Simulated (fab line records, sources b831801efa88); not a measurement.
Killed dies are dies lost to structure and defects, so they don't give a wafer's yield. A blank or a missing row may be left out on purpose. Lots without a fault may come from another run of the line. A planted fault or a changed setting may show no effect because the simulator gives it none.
A struck lot beside a sound one | flow gf180mcu | 15 steps out of a route of 602
Sound: wafers L597.1, L597.3, L597.5. Struck: wafers L596.1, L596.2, L596.5. The cause comes at the end.
At each step with rows: each side's tool, then ch and its chambers, then its first start. Under that, the readings that differ: sound wafers | struck wafers | difference of the means | sigmas: that difference in standard deviations of wafers without a fault.
alike: readings whose means differ by less than 2 such deviations, and words and numbers that are the same on both sides. not compared: withheld readings, readings that some wafer has no value for, bounds like >300 that may hide the same value, and numbers for which the record gives no deviation and whose values overlap.
The two part at a step that has a row with sigmas, a row that says differs or no value, or rows on one side only. Numbers that don't overlap but have no deviation are shown without sigmas and don't part them. A reading that every wafer of one side lacks parts them only if that side has two wafers or more.

GF_V4_BOW_MEAS_05:
  sound on film_metro-01, day 25 19:04; struck on film_metro-04, day 25 10:58
  alike: V4_BOW
then, 8 steps without rows for these wafers: GF_V4_DEHYDRATE_06 (time 60 s); GF_V4_HMDS_07 (prime time 60 s); GF_V4_COAT_08; GF_V4_COAT_09 (resist thk 1000 nm); GF_V4_SOFTBAKE_10 (time 60 s); GF_V4_EXPOSE_11 (exposes mask Via4, target cd 260 nm); GF_V4_PEB_12 (peb time 90 s); GF_V4_DEVELOP_13 (develop time 60 s).
GF_V4_CD_MEAS_14: target cd 260 nm.
  sound on cd_sem-02, day 26 15:59; struck on cd_sem-02, day 26 07:59
  alike: cd_nm
GF_V4_OVL_MEAS_15:
  sound on overlay-02, day 26 16:07; struck on overlay-01, day 26 08:07
  alike: V4_OVL
GF_V4_ETCH_16: etches BARC in N2/H2.
  sound on rie_diel-04 ch 1,2, day 26 16:08; struck on rie_diel-01 ch 1,2, day 26 08:09
  alike: bias_w, chamber_pressure_mTorr, drypump_motor_current_A, oes_product_au, throttle_valve_pct
GF_V4_ETCH_17: etches SiO2 in C4F8/O2/Ar, stops on TiN, target depth 630 nm.
  sound on rie_diel-04 ch 1,2, day 26 16:00; struck on rie_diel-01 ch 1,2, day 26 08:00
  no value came back on the struck wafers for bias_w (W), chamber_pressure_mTorr (mTorr), oes_product_au (a.u.); on the sound wafers bias_w (W) reads 1206 1196 1200
GF_V4_STRIP_18: strips in O2/N2.
  sound on plasma_asher-01 ch 0,1, day 26 16:16; struck on plasma_asher-02 ch 0,1, day 26 08:20
  reading               | sound             | struck            | difference | sigmas
  oes_product_au (a.u.) | 0.587 0.601 0.593 | 0.662 0.658 0.666 | +0.068     | +14
  alike: chamber_pressure_mTorr, drypump_motor_current_A, heater_power_w
  not compared: rf_hours_counter_h
then, 1 step without rows for these wafers: GF_V4_STRIP_19 (strips in post etch residue remover, time 1200 s).

WHERE THEY PART
First at GF_V4_ETCH_17; last, within this record, at GF_V4_STRIP_18.

WHY: what the simulator had put in
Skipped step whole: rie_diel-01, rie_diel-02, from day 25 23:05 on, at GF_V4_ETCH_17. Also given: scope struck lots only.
